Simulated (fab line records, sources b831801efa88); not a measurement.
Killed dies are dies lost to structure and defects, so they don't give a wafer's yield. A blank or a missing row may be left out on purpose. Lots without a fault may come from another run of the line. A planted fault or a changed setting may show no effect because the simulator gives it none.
Which tool did it? | flow gf180mcu | 13 lots, 38 wafers sampled, at 3 steps of a route of 602

WHAT THE GAUGES READ, wafer by wafer
GF_VT_IMPLANT_TW_MEAS_43. Usual: VT_IMPLANT_4_TW 690, standard deviation 7.5.
lot  | measured     | on            | VT_IMPLANT_4_TW | flag
L741 | day 7 12:40  | film_metro-04 | 691 685 687     |
L743 | day 8 02:06  | film_metro-03 | 682 688 684     |
L744 | day 8 07:14  | film_metro-04 | 689 689 689     |
L746 | day 8 23:15  | film_metro-01 | 699 701 696     |
L748 | day 9 11:12  | film_metro-01 | 703 700 697     |
L749 | day 9 19:00  | film_metro-04 | 695 691 691     |
L750 | day 10 00:46 | film_metro-03 | 680 679 680     |
L754 | day 11 05:18 | film_metro-03 | 681 677 678     |
L757 | day 12 01:54 | film_metro-04 | 694 695 691     |
L759 | day 12 12:57 | film_metro-04 | 606 696 695     | OFF
L760 | day 12 20:26 | film_metro-03 | 598 683         | OFF
L763 | day 13 18:13 | film_metro-01 | 701 701 705     |
L764 | day 13 21:52 | film_metro-04 | 691 694 694     |

GF_VT_IMPLANT_RS_MEAS_48: measures by four-point-probe. Usual: LVPWELL_RS 1198.0 ohm/sq, standard deviation 2.9.
lot  | measured     | on            | LVPWELL_RS (ohm/sq)  | flag
L741 | day 7 13:08  | film_metro-03 | 1199.1 1191.1 1198.2 |
L743 | day 8 02:33  | film_metro-04 | 1202.6 1204.7 1205.8 |
L744 | day 8 07:41  | film_metro-03 | 1197.0 1199.1 1201.0 |
L746 | day 8 23:42  | film_metro-03 | 1195.2 1199.2 1198.0 |
L748 | day 9 11:40  | film_metro-03 | 1200.3 1196.9 1199.3 |
L749 | day 9 19:28  | film_metro-02 | 1195.8 1197.5 1197.5 |
L750 | day 10 01:14 | film_metro-03 | 1198.9 1193.6 1193.9 |
L754 | day 11 05:45 | film_metro-02 | 1195.1 1193.9 1193.2 |
L757 | day 12 02:22 | film_metro-03 | 1192.5 1199.2 1195.0 |
L759 | day 12 13:24 | film_metro-02 | 1192.2 1195.0 1201.5 |
L760 | day 12 20:54 | film_metro-04 | 1198.4 1196.9        |
L763 | day 13 18:42 | film_metro-04 | 1198.0 1201.1 1198.5 |
L764 | day 13 22:25 | film_metro-04 | 1201.3 1200.8 1201.9 |

WHICH TOOL RAN EACH LOT (tool, then ch and the chambers of the sampled wafers, then the start)
lot  | GF_VT_IMPLANT_IMPLANT_41
L741 | implanter-01 ch 0, day 7 12:26
L743 | implanter-02 ch 0, day 8 01:51
L744 | implanter-03 ch 0, day 8 06:59
L746 | implanter-02 ch 0, day 8 23:00
L748 | implanter-03 ch 0, day 9 10:57
L749 | implanter-02 ch 0, day 9 18:45
L750 | implanter-01 ch 0, day 10 00:33
L754 | implanter-02 ch 0, day 11 05:03
L757 | implanter-02 ch 0, day 12 01:40
L759 | implanter-02 ch 0, day 12 12:42
L760 | implanter-02 ch 0, day 12 20:11
L763 | implanter-01 ch 0, day 13 18:01
L764 | implanter-03 ch 0, day 13 21:37
- GF_VT_IMPLANT_IMPLANT_41

WHAT THE TOOLS THEMSELVES READ (means of the sampled wafers that have a number; where no wafer has one, the mark that the record gives instead)
GF_VT_IMPLANT_IMPLANT_41. Usual: beam_energy_keV 69.996, standard deviation 0.021.
lot  | tool         | beam_energy_keV | flag
L741 | implanter-01 | 69.993          |
L743 | implanter-02 | 69.992          |
L744 | implanter-03 | 69.969          |
L746 | implanter-02 | 70.015          |
L748 | implanter-03 | 69.970          |
L749 | implanter-02 | 70.017          |
L750 | implanter-01 | 69.998          |
L754 | implanter-02 | 70.028          |
L757 | implanter-02 | 69.984          |
L759 | implanter-02 | 69.988          |
L760 | implanter-02 | 69.996          |
L763 | implanter-01 | 69.994          |
L764 | implanter-03 | 70.007          |

THE ANSWER, worked out from the rows above alone
Rule: a lot is off if the mean of its wafers that have a number lies more than 3 standard deviations from the usual mean. A lot without any number at a reading at which 4 lots or more have one is off too. The other lots that the step has rows for count as sound. The gauges are gone through in route order, then the tools' own readings, and for those a lot's mean is taken as printed above. The first step at which some lot is off is used, and at that step the reading that is off furthest; a lot without a number counts as furthest.
Off: L759, L760, at GF_VT_IMPLANT_TW_MEAS_43 (VT_IMPLANT_4_TW).
A tool fits if, at a process step before that reading, it ran every lot that is off, and no sound lot after the first of them. The gauges at GF_VT_IMPLANT_TW_MEAS_43 are tried like those tools. One fits: implanter-02 at GF_VT_IMPLANT_IMPLANT_41. Its last sound lot is L757 (day 12 01:40), its first lot that is off L759 (day 12 12:42): a fault that began between those two fits.

WHAT THE SIMULATOR HAD PUT IN
Process parameter drift: implanter-02, from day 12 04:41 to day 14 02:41, at GF_VT_IMPLANT_IMPLANT_41. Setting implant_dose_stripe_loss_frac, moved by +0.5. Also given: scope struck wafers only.
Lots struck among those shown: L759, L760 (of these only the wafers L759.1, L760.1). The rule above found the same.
